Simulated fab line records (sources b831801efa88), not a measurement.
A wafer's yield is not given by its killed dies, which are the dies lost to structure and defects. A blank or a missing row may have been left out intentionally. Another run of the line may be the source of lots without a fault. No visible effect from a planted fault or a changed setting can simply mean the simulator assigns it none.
Which tool was responsible? || flow sky130 || 42 wafers from 14 lots sampled at 2 of the route's 708 steps

== WHAT THE GAUGES SHOWED, per wafer ==
The record holds no reading of a measuring or inspecting step that can be judged against a usual standard deviation.

== EACH LOT AND THE TOOL THAT RAN IT (in order: tool; ch and the chambers of the sampled wafers; start) ==
{"lot": "L399", "SKY_VIA4_ETCH_12": "rie-diel-02 ch 1,2,3, day 42 19:50", "SKY_PAD_OPEN_PROBE_99": "prober-02, day 45 19:07"}
{"lot": "L401", "SKY_VIA4_ETCH_12": "rie-diel-02 ch 1,2,3, day 43 06:23", "SKY_PAD_OPEN_PROBE_99": "-"}
{"lot": "L402", "SKY_VIA4_ETCH_12": "rie-diel-04 ch 0,2,3, day 43 12:36", "SKY_PAD_OPEN_PROBE_99": "-"}
{"lot": "L403", "SKY_VIA4_ETCH_12": "rie-diel-01 ch 0,1,2, day 44 13:57", "SKY_PAD_OPEN_PROBE_99": "-"}
{"lot": "L404", "SKY_VIA4_ETCH_12": "rie-diel-02 ch 0,2,3, day 44 19:18", "SKY_PAD_OPEN_PROBE_99": "-"}
{"lot": "L410", "SKY_VIA4_ETCH_12": "rie-diel-04 ch 0,1,2, day 46 00:15", "SKY_PAD_OPEN_PROBE_99": "-"}
{"lot": "L411", "SKY_VIA4_ETCH_12": "rie-diel-02 ch 0,3, day 46 08:45", "SKY_PAD_OPEN_PROBE_99": "prober-02, day 49 00:23"}
{"lot": "L413", "SKY_VIA4_ETCH_12": "rie-diel-02 ch 0,2,3, day 46 18:54", "SKY_PAD_OPEN_PROBE_99": "prober-02, day 49 10:47"}
{"lot": "L414", "SKY_VIA4_ETCH_12": "rie-diel-01 ch 0,2,3, day 46 19:14", "SKY_PAD_OPEN_PROBE_99": "-"}
{"lot": "L415", "SKY_VIA4_ETCH_12": "rie-diel-04 ch 2,3, day 46 20:20", "SKY_PAD_OPEN_PROBE_99": "prober-02, day 49 12:17"}
{"lot": "L417", "SKY_VIA4_ETCH_12": "rie-diel-04 ch 0,1,3, day 47 11:26", "SKY_PAD_OPEN_PROBE_99": "prober-02, day 50 00:29"}
{"lot": "L418", "SKY_VIA4_ETCH_12": "rie-diel-04 ch 0,1,2, day 47 20:58", "SKY_PAD_OPEN_PROBE_99": "prober-01, day 50 07:22"}
{"lot": "L421", "SKY_VIA4_ETCH_12": "rie-diel-04 ch 1,2, day 48 10:17", "SKY_PAD_OPEN_PROBE_99": "-"}
{"lot": "L420", "SKY_VIA4_ETCH_12": "rie-diel-01 ch 1,2,3, day 48 11:50", "SKY_PAD_OPEN_PROBE_99": "prober-02, day 50 21:55"}
- SKY_VIA4_ETCH_12: etches SiO2 in C4F8/O2/Ar, stops on TiN, target depth 580 nm.
- SKY_PAD_OPEN_PROBE_99

== AS READ BY THE TOOLS THEMSELVES (means over the sampled wafers that have a number; for cases with no such wafer, the mark the record gives instead) ==
SKY_VIA4_ETCH_12. Usual: oes-product-au 0.925 a.u., standard deviation 0.0046; rf-fwd-power-W 1491 W, standard deviation 5.1.
{"lot": "L399", "tool": "rie-diel-02", "oes-product-au (a.u.)": 0.928, "rf-fwd-power-W (W)": 1494, "flag": ""}
{"lot": "L401", "tool": "rie-diel-02", "oes-product-au (a.u.)": 0.923, "rf-fwd-power-W (W)": 1488, "flag": ""}
{"lot": "L402", "tool": "rie-diel-04", "oes-product-au (a.u.)": 0.931, "rf-fwd-power-W (W)": 1492, "flag": ""}
{"lot": "L403", "tool": "rie-diel-01", "oes-product-au (a.u.)": 0.926, "rf-fwd-power-W (W)": 1493, "flag": ""}
{"lot": "L404", "tool": "rie-diel-02", "oes-product-au (a.u.)": 0.929, "rf-fwd-power-W (W)": 1495, "flag": ""}
{"lot": "L410", "tool": "rie-diel-04", "oes-product-au (a.u.)": 0.930, "rf-fwd-power-W (W)": 1490, "flag": ""}
{"lot": "L411", "tool": "rie-diel-02", "oes-product-au (a.u.)": 0.929, "rf-fwd-power-W (W)": 1496, "flag": ""}
{"lot": "L413", "tool": "rie-diel-02", "oes-product-au (a.u.)": 0.926, "rf-fwd-power-W (W)": 1497, "flag": ""}
{"lot": "L414", "tool": "rie-diel-01", "oes-product-au (a.u.)": 0.929, "rf-fwd-power-W (W)": 1493, "flag": ""}
{"lot": "L415", "tool": "rie-diel-04", "oes-product-au (a.u.)": 0.930, "rf-fwd-power-W (W)": 1489, "flag": ""}
{"lot": "L417", "tool": "rie-diel-04", "oes-product-au (a.u.)": 0.921, "rf-fwd-power-W (W)": 1492, "flag": ""}
{"lot": "L418", "tool": "rie-diel-04", "oes-product-au (a.u.)": 0.928, "rf-fwd-power-W (W)": 1494, "flag": ""}
{"lot": "L421", "tool": "rie-diel-04", "oes-product-au (a.u.)": 0.925, "rf-fwd-power-W (W)": 1491, "flag": ""}
{"lot": "L420", "tool": "rie-diel-01", "oes-product-au (a.u.)": 0.929, "rf-fwd-power-W (W)": 1488, "flag": ""}

SKY_PAD_OPEN_PROBE_99. Usual: defect-limited-yield 82.7 %, standard deviation 1.9; killed_at_M0_to_M3 43, standard deviation 6.8; killed_at_M4_up 3.0, standard deviation 1.8; killed-at-contacts 23, standard deviation 5.4; killed-at-front-end 15, standard deviation 4.4; killed-at-other 0.3, standard deviation 0.51; killed-dies 85, standard deviation 9.2; killed-on-rim 17, standard deviation 3.7; killed-open 47, standard deviation 6.8; killed-short 39, standard deviation 6.8; sort_bin_3_pad_short 0.8 %, standard deviation 0.43; sort_bin_5_function 10.3 %, standard deviation 1.5; sort_bin_6_memory 6.2 %, standard deviation 0.96; sort-n-pass 407, standard deviation 9.2; sort-yield-pct 82.7 %, standard deviation 1.9.
{"lot": "L399", "tool": "prober-02", "defect-limited-yield (%)": 82.2, "killed_at_M0_to_M3": 37, "killed_at_M4_up": 4.3, "killed-at-contacts": 30, "killed-at-front-end": 17, "killed-at-other": 0.0, "killed-dies": 88, "killed-on-rim": 20, "killed-open": 51, "killed-short": 37, "sort_bin_3_pad_short (%)": 0.7, "sort_bin_5_function (%)": 10.7, "sort_bin_6_memory (%)": 6.5, "sort-n-pass": 404, "sort-yield-pct (%)": 82.2, "flag": ""}
{"lot": "L411", "tool": "prober-02", "defect-limited-yield (%)": 74.7, "killed_at_M0_to_M3": 41, "killed_at_M4_up": 48.0, "killed-at-contacts": 18, "killed-at-front-end": 17, "killed-at-other": 0.3, "killed-dies": 125, "killed-on-rim": 29, "killed-open": 42, "killed-short": 38, "sort_bin_3_pad_short (%)": 4.4, "sort_bin_5_function (%)": 13.8, "sort_bin_6_memory (%)": 7.1, "sort-n-pass": 367, "sort-yield-pct (%)": 74.7, "flag": "OFF"}
{"lot": "L413", "tool": "prober-02", "defect-limited-yield (%)": 73.3, "killed_at_M0_to_M3": 38, "killed_at_M4_up": 56.0, "killed-at-contacts": 22, "killed-at-front-end": 15, "killed-at-other": 0.7, "killed-dies": 131, "killed-on-rim": 30, "killed-open": 46, "killed-short": 32, "sort_bin_3_pad_short (%)": 3.5, "sort_bin_5_function (%)": 17.1, "sort_bin_6_memory (%)": 6.1, "sort-n-pass": 361, "sort-yield-pct (%)": 73.3, "flag": "OFF"}
{"lot": "L415", "tool": "prober-02", "defect-limited-yield (%)": 84.3, "killed_at_M0_to_M3": 42, "killed_at_M4_up": 1.3, "killed-at-contacts": 19, "killed-at-front-end": 14, "killed-at-other": 0.0, "killed-dies": 77, "killed-on-rim": 14, "killed-open": 40, "killed-short": 37, "sort_bin_3_pad_short (%)": 0.6, "sort_bin_5_function (%)": 9.6, "sort_bin_6_memory (%)": 5.4, "sort-n-pass": 415, "sort-yield-pct (%)": 84.3, "flag": ""}
{"lot": "L417", "tool": "prober-02", "defect-limited-yield (%)": 79.8, "killed_at_M0_to_M3": 50, "killed_at_M4_up": 3.0, "killed-at-contacts": 26, "killed-at-front-end": 21, "killed-at-other": 0.0, "killed-dies": 99, "killed-on-rim": 22, "killed-open": 51, "killed-short": 49, "sort_bin_3_pad_short (%)": 0.9, "sort_bin_5_function (%)": 11.7, "sort_bin_6_memory (%)": 7.6, "sort-n-pass": 393, "sort-yield-pct (%)": 79.8, "flag": ""}
{"lot": "L418", "tool": "prober-01", "defect-limited-yield (%)": 81.0, "killed_at_M0_to_M3": 49, "killed_at_M4_up": 4.0, "killed-at-contacts": 25, "killed-at-front-end": 14, "killed-at-other": 0.3, "killed-dies": 93, "killed-on-rim": 20, "killed-open": 47, "killed-short": 47, "sort_bin_3_pad_short (%)": 1.3, "sort_bin_5_function (%)": 10.7, "sort_bin_6_memory (%)": 6.9, "sort-n-pass": 399, "sort-yield-pct (%)": 81.0, "flag": ""}
{"lot": "L420", "tool": "prober-02", "defect-limited-yield (%)": 82.9, "killed_at_M0_to_M3": 41, "killed_at_M4_up": 3.0, "killed-at-contacts": 23, "killed-at-front-end": 17, "killed-at-other": 0.0, "killed-dies": 84, "killed-on-rim": 12, "killed-open": 45, "killed-short": 39, "sort_bin_3_pad_short (%)": 1.3, "sort_bin_5_function (%)": 10.0, "sort_bin_6_memory (%)": 5.8, "sort-n-pass": 408, "sort-yield-pct (%)": 82.9, "flag": ""}

== THE ANSWER, worked out from the rows above alone ==
Rule: a lot is off if the mean of its wafers that have a number lies more than 3 standard deviations from the usual mean. Also off: a lot with no number at a reading for which 4 or more lots have one. The other lots that the step has rows for count as sound. After the gauges, taken in route order, come the tools' own readings; for these a lot's mean is taken, as printed above. The first step at which some lot is off is used, and at that step the reading that is off furthest; a lot without a number counts as furthest.
Off: L411, L413, at SKY_PAD_OPEN_PROBE_99 (killed_at_M4_up). Neither off nor sound, because the step has no rows for them: L401, L402, L403, L404, L410, L414, L421.
A tool fits if, at that step or a process step before it, it ran every lot that is off, and no sound lot after the first of them. One fits: rie-diel-02 at SKY_VIA4_ETCH_12. A fault onset in the window from L399 (day 42 19:50, its last sound lot) to L411 (day 46 08:45, its first lot off) fits.

== WHAT THE SIMULATOR HAD INSERTED ==
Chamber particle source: rie-diel-02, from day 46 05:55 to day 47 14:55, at SKY_VIA4_ETCH_12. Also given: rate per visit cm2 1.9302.
Struck lots among those shown: L411, L413. This agrees with what the rule above found.
